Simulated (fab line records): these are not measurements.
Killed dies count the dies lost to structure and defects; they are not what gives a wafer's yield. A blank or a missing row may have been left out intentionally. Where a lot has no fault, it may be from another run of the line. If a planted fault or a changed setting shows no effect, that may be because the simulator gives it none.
Split-lot experiment -- flow sfq_line -- 23 wafers read from 5 lots, route of 325 steps

## THE SPLIT
At SFQ_TRILAYER_M2_DEP_SPUTTER_055 (material Nb, target thk 200 nm, time 133.3 s), the setting time_s was moved away from the recipe's 133.3 s on 6 of the 23 wafers read, by +10.9% to +14.2%. This setting was run at the recipe's value on the other wafers.

The file shows no step between the split and the reading.

## THE READING
M2_NB_RS in ohm/sq, measured at SFQ_M2_RS_MEAS_914 by four-point-probe. Fault-free wafers of this fab line usually give 0.889 ohm/sq, standard deviation 0.012 ohm/sq.

wafer,"tool, chamber at the split","time_s as run, s",against the recipe,"M2_NB_RS, ohm/sq",against lot-mates on the recipe
L077.1,"pvd_sputter-05, -",133.3,recipe,0.897,-
L077.2,"pvd_sputter-05, -",133.3,recipe,0.882,-
L077.4,"pvd_sputter-05, -",133.3,recipe,0.868,-
L077.5,"pvd_sputter-05, -",133.3,recipe,0.872,-
L077.6,"pvd_sputter-05, -",133.3,recipe,0.885,-
L079.1,"pvd_sputter-04, -",133.3,recipe,0.910,-
L079.2,"pvd_sputter-04, -",133.3,recipe,0.900,-
L079.3,"pvd_sputter-04, -",148.3,+11.3%,0.800,-0.106
L079.4,"pvd_sputter-04, -",133.3,recipe,0.908,-
L079.6,"pvd_sputter-04, -",148.3,+11.3%,0.798,-0.108
L080.1,"pvd_sputter-05, -",152.2,+14.2%,0.763,-0.131
L080.2,"pvd_sputter-05, -",133.3,recipe,0.896,-
L080.3,"pvd_sputter-05, -",133.3,recipe,0.889,-
L080.4,"pvd_sputter-05, -",152.2,+14.2%,0.772,-0.122
L080.5,"pvd_sputter-05, -",133.3,recipe,0.897,-
L081.1,"pvd_sputter-06, -",133.3,recipe,0.904,-
L081.4,"pvd_sputter-06, -",133.3,recipe,0.891,-
L081.5,"pvd_sputter-06, -",133.3,recipe,0.886,-
L085.2,"pvd_sputter-04, -",147.8,+10.9%,0.798,-0.089
L085.3,"pvd_sputter-04, -",133.3,recipe,0.895,-
L085.4,"pvd_sputter-04, -",147.8,+10.9%,0.803,-0.084
L085.5,"pvd_sputter-04, -",133.3,recipe,0.882,-
L085.6,"pvd_sputter-04, -",133.3,recipe,0.885,-

FIT RESULTS
A straight line over all 23 wafers: M2_NB_RS changes by -0.00846 ohm/sq for each +1% of time_s; r = -0.98; the points scatter about the line by 0.01 ohm/sq.
The same after taking each lot's own level away (the mean of its wafers on the recipe; 23 wafers): -0.00885 ohm/sq for each +1%; r = -0.99; scatter 0.0076 ohm/sq.
On that fit, the largest move of time_s shifts the reading by 0.13 ohm/sq.
Measured against the standard deviation above, the lots' own levels, which go from 0.8808 to 0.9060 ohm/sq, span 2.1 times it.
Consequently the slope shifts little with the lot-to-lot level, the two slopes agreeing.
Check: -0.124 ohm/sq against its lot-mates is what the line predicts for one of the wafers moved furthest among these (+14.2%) when that wafer is left out of the fit. Against them it came out at -0.131 ohm/sq.

## THE OTHER SPLITS THESE WAFERS WENT THROUGH
Before the reading, these wafers also passed through other splits. Each is held against what the fit with the lots' levels taken away leaves over:
other split on the same wafers,wafers away from the commonest value,r with M2_NB_RS (lot level and that fit taken away)
SFQ_TRILAYER_INCOMING_OXIDATION_002 ox_time_s,18,-0.05
SFQ_TRILAYER_L0_DEP_SPUTTER_003 time_s,5,-0.13
SFQ_TRILAYER_L0_BARC_OPEN_METAL_ETCH_010 icp_w,10,-0.35
SFQ_TRILAYER_M0_LITHO_COAT_026 spin_rpm,9,+0.33
SFQ_TRILAYER_M0_LITHO_EXPOSE_022 dose_mj,10,-0.07
SFQ_TRILAYER_I0_VIA_LITHO_COAT_036 spin_rpm,6,-0.33
SFQ_TRILAYER_M1_LITHO_PEB_042 peb_temp_c,4,-0.15
SFQ_TRILAYER_M1_ETCH_METAL_ETCH_042 time_s,6,+0.20

## THE WHOLE CHAIN: every reading that the file lists as answering this split, in the file's order
step,what it does,reading,change (the file's fit),r (the file's)
SFQ_TRILAYER_M2_DEP_SPUTTER_055,"material Nb, target thk 200 nm, time 133.3 s","Nb_of_TRILAYER_M2_DEP_SPUTTER_055.thk_nm (the simulator's own value, which no gauge read)",+2.2 nm for each +1% of the setting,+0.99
SFQ_M2_RS_MEAS_914,measures by four-point-probe,M2_NB_RS,-0.00883 for each +1% of the setting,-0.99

## FILE'S OWN FIT
M2_NB_RS changes by -0.00883 ohm/sq for each +1% of time_s, r = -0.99.
